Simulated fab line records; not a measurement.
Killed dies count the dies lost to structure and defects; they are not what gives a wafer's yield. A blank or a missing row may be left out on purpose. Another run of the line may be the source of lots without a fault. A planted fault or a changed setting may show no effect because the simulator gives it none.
Code-filled problem report in 8D (eight disciplines) form	flow sky130	the parts of the form that need people (team, actions taken, sign-off) are left out

1. THE ISSUE
Wafers with no fault read 6500.0 W with a standard deviation of 1.2, whereas cathode-dc-power-W at SKY_LOCAL_INTERCONNECT_SPUTTER_00 reads a mean of 6759.4 W on 1 wafer of 1 lot. So: +99 or more standard deviations from the usual mean.
The step: material TiN, target thk 100 nm, time 83.3 s.
First observed at day 35 15:30: wafer L310.3, on pvd-sputter-03. The record holds 39 wafers of 13 lots with a number at this step. The rule behind "out" and "out of limits": a value lying over 4 standard deviations away from the usual mean. All remaining wafers that have a number are taken as sound.

2. WHAT IT IS AND WHAT IT IS NOT
question	is	is not
which readings at this step	cathode-dc-power-W	throttle-valve-pct
which lots	L310	L291, L292, L293, L294, L297, L298, L299, L300, L301, L305, L308, L314
which wafers of those lots	L310.3	L310.1, L310.6
read on which tools	pvd-sputter-03	pvd-sputter-02, pvd-sputter-04
when	from day 35 15:30	up to then (35 sound wafers); but 3 sound wafers of L314 came after

3. WHAT RULES OUT EACH SUSPECT
Counting: if a tool at a process step up to the reading ran every lot that is out, it stays a suspect. Sound lots after the first of them don't rule it out here, since some wafers of a struck lot are sound.
- plasma-asher-04 at SKY_SD_N_STRIP_11 (strips in O2/N2): kept. It ran the lot that is out, L310 (day 34 10:24).
- plasma-asher-03 at SKY_LI_CONTACT_STRIP_16 (strips in O2/N2): kept. It ran the lot that is out, L310 (day 35 14:26); its last sound lot up to then is L308 (day 35 05:38).
- cvd-w-02 at SKY_LI_CONTACT_CVD_21 (deposits W, target thk 400 nm, time 120.56 s): kept. It ran the lot that is out, L310 (day 35 14:53); its last sound lot up to then is L308 (day 35 06:06).
- pvd-sputter-03 at SKY_LOCAL_INTERCONNECT_SPUTTER_00 (material TiN, target thk 100 nm, time 83.3 s): kept. It ran the lot that is out, L310 (day 35 15:30); its last sound lot up to then is L305 (day 34 13:22). Out on those wafers are its own readings of cathode-dc-power-W.
- At SKY_LI_CONTACT_CVD_21 on cvd-w-02, chamber 1 took the sound wafers of the same lots and chamber 0 took the wafers that are out.
Left after counting: plasma-asher-04 at SKY_SD_N_STRIP_11, plasma-asher-03 at SKY_LI_CONTACT_STRIP_16, cvd-w-02 at SKY_LI_CONTACT_CVD_21, pvd-sputter-03 at SKY_LOCAL_INTERCONNECT_SPUTTER_00.

4. THE CAUSE (what the simulator had put in)
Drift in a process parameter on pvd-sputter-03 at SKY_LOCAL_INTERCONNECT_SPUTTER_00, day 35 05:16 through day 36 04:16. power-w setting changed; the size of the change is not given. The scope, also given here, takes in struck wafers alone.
Counting leaves 4 suspects; this tool is one of them.

5. THE CHAIN OF EFFECTS, in route order
Rows list readings where the struck wafers' mean (over those with a number) sits beyond 3 standard deviations from the usual. Only readings for which the record gives a usual standard deviation are gone through. hours: the time from each lot's start at the first step in this table that gives one to its start at this step, as a median over the lots. sigmas: the change in usual standard deviations.
hours	step	reading	usual	on struck wafers	change	sigmas
0	SKY_LOCAL_INTERCONNECT_SPUTTER_00	cathode-dc-power-W	6500.0 W	6759.4	+259.4	+99 or more
It contains these process steps:
- SKY_LOCAL_INTERCONNECT_SPUTTER_00: material TiN, target thk 100 nm, time 83.3 s.

6. WHAT WOULD HAVE CAUGHT IT SOONER
The fault began at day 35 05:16; the first out-of-limits reading in this record came at day 35 15:30, 10 hours later.
